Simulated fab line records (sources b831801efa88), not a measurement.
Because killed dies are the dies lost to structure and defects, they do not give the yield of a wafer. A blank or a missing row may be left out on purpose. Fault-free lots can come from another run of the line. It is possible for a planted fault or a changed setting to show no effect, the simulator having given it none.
A lot that was struck, set against a sound lot | flow sky130 | 15 out of 708 route steps
Sound: these wafers, L133.3, L133.5, L133.6. Struck: wafer L142.6 (L142.2, L142.5, from the same lot, were not struck and are left out); the cause is given at the end.
Order at every step that has rows: each side's tool, ch and its chambers, its first start. Under that, the readings that differ: sound wafers | struck wafers | difference of the means | sigmas: that difference in standard deviations of wafers without a fault.
alike: a reading whose means differ by less than 2 such deviations, as well as words and numbers matching on both sides. not compared: withheld readings; readings where some wafer has no value; bounds like >300 that might hide an equal value; numbers whose values overlap and for which the record gives no deviation.
A row with sigmas, a row that says differs or no value, or rows on one side alone: a step with any of these is where the two part. Non-overlapping numbers with no deviation appear without sigmas and do not part them. A reading missing from all wafers of one side parts the sides only when that side holds two or more wafers.

first, 5 steps without rows for these wafers: SKY_VT_ADJUST_PCH_COAT_02 (resist thk 3000 nm); SKY_VT_ADJUST_PCH_SOFTBAKE_03; SKY_VT_ADJUST_PCH_EXPOSE_04 (exposes mask NWM, target cd 840 nm); SKY_VT_ADJUST_PCH_PEB_05; SKY_VT_ADJUST_PCH_DEVELOP_06 (develop time 60 s).
SKY_VT_ADJUST_PCH_OVL_MEAS_07:
  sound on overlay-01, day 11 06:44; struck on overlay-01, day 14 05:55
  alike: VT_ADJUST_PCH_OVL
next, for these wafers, 1 step has no rows: SKY_VT_ADJUST_PCH_IMPLANT_08.
SKY_VT_ADJUST_PCH_STRIP_09: strips in O2/N2.
  sound on plasma_asher-02 ch 0,1, day 11 06:57; struck on plasma_asher-02 ch 0, day 14 06:06
  alike: drypump_motor_current_A, oes_product_au, strip_time_to_endpoint_s
  not compared: rf_hours_counter_h
SKY_VT_ADJUST_PCH_TW_MEAS_10:
  sound on film_metro-04, day 11 07:02; struck on film_metro-03, day 14 06:13
  alike: VT_ADJUST_PCH_TW
then, 3 steps without rows for these wafers: SKY_SONOS_TUNNEL_DEHYDRATE_00 (time 60 s); SKY_SONOS_TUNNEL_HMDS_01 (prime time 60 s); SKY_SONOS_TUNNEL_COAT_02 (resist thk 1140 nm).
SKY_SONOS_TUNNEL_SOFTBAKE_03: time 60 s.
  sound on litho_track-02 ch 0, day 11 18:29; struck on litho_track-02 ch 0, day 14 19:19
  reading          | sound             | struck | difference | sigmas
  run_length_s (s) | 89.44 89.12 89.10 | 96.22  | +7.00      | +58
  alike: chill_plate_temp_C
then, 1 step without rows for these wafers: SKY_SONOS_TUNNEL_EXPOSE_04 (exposes mask TUNM, target cd 410 nm).
-- a jump in the record: the struck wafers' starts before and after are 34 days apart (it breaks off in module SONOS_TUNNEL and resumes in module PAD_OPEN, where the first step shown is number 708 of the route) --
SKY_PAD_OPEN_PROBE_99:
  sound on prober-01, day 46 19:56; struck on prober-02, day 48 21:33
  alike: killed_at_M0_to_M3, killed_at_M4_up, killed_at_contacts, killed_at_front_end, killed_at_other, killed_dies, killed_on_rim, killed_open, killed_short

## WHERE THEY PART
At SKY_SONOS_TUNNEL_SOFTBAKE_03 and nowhere else, as far as this record goes. Later steps at which nothing parts them and some readings are alike: SKY_PAD_OPEN_PROBE_99.

WHY: what had been put in by the simulator
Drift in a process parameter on litho_track-02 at SKY_SONOS_TUNNEL_SOFTBAKE_03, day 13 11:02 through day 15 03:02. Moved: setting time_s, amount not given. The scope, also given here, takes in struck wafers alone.
